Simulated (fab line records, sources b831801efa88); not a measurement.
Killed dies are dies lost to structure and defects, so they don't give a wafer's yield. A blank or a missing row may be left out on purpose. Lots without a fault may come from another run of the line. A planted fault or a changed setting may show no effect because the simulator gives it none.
Problem report in the 8D (eight disciplines) form, filled by code | flow sfq_line | the parts of the form that need people (team, actions taken, sign-off) are left out

1. THE PROBLEM
bias_w at SFQ_TRILAYER_I7_VIA_BARC_OPEN_VIA_ETCH_260 reads a mean of 71.50 W on 6 wafers of 2 lots; wafers without a fault read 80.02 W with a standard deviation of 0.21. That is -41 standard deviations from the usual mean.
The step: etches BARC in O2, target depth 125 nm, time 41.7 s.
First seen on wafer L834.1, day 79 20:59, on rie_diel-04. The record holds 42 wafers of 14 lots with a number at this step. Rule for "out", or "out of limits": more than 4 standard deviations from the usual mean. The other wafers with a number count as sound.

2. WHAT IT IS AND WHAT IT IS NOT
question                    | is                     | is not
which readings at this step | bias_w                 | drypump_motor_current_A
which lots                  | L834, L835             | L818, L819, L822, L824, L825, L826, L827, L833, L837, L839, L840, L841
which wafers of those lots  | all that have a number | -
read on which tools         | rie_diel-04            | rie_diel-01, rie_diel-03
when                        | from day 79 20:59      | up to then (24 sound wafers); but 12 sound wafers of L837, L839, L840, L841 came after

3. SUSPECTS, AND WHAT RULES EACH OUT
Counting: a tool at a process step up to the reading stays a suspect if it ran every lot that is out and no sound lot after the first of them.
- rie_diel-04 at SFQ_TRILAYER_I7_VIA_BARC_OPEN_VIA_ETCH_260 (etches BARC in O2, target depth 125 nm, time 41.7 s): kept. It ran every lot that is out, first L834 (day 79 20:59), and no sound lot after that; its last sound lot up to then is L827 (day 76 23:43). Its own readings are out on those wafers: bias_w.
Left after counting: rie_diel-04 at SFQ_TRILAYER_I7_VIA_BARC_OPEN_VIA_ETCH_260.

4. THE CAUSE (what the simulator had put in)
Process parameter drift: rie_diel-04, from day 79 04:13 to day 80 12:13, at SFQ_TRILAYER_I7_VIA_BARC_OPEN_VIA_ETCH_260. Setting bias_w, moved by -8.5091, from 80. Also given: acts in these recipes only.
Counting left only this tool.

5. THE CHAIN OF EFFECTS, in route order
Each row: a reading whose mean over the struck wafers that have a number lies more than 3 standard deviations from the usual. Only readings for which the record gives a usual standard deviation are gone through. hours: the time from each lot's start at the first step in this table that gives one to its start at this step, as a median over the lots. sigmas: the change in usual standard deviations.
hours | step                                       | reading | usual   | on struck wafers | change | sigmas
0     | SFQ_TRILAYER_I7_VIA_BARC_OPEN_VIA_ETCH_260 | bias_w  | 80.02 W | 71.50            | -8.52  | -41
The process steps in it:
- SFQ_TRILAYER_I7_VIA_BARC_OPEN_VIA_ETCH_260: etches BARC in O2, target depth 125 nm, time 41.7 s.

6. WHAT WOULD HAVE CAUGHT IT SOONER
In this record the first reading out of limits was taken at day 79 20:59, 17 hours after the fault began at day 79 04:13.
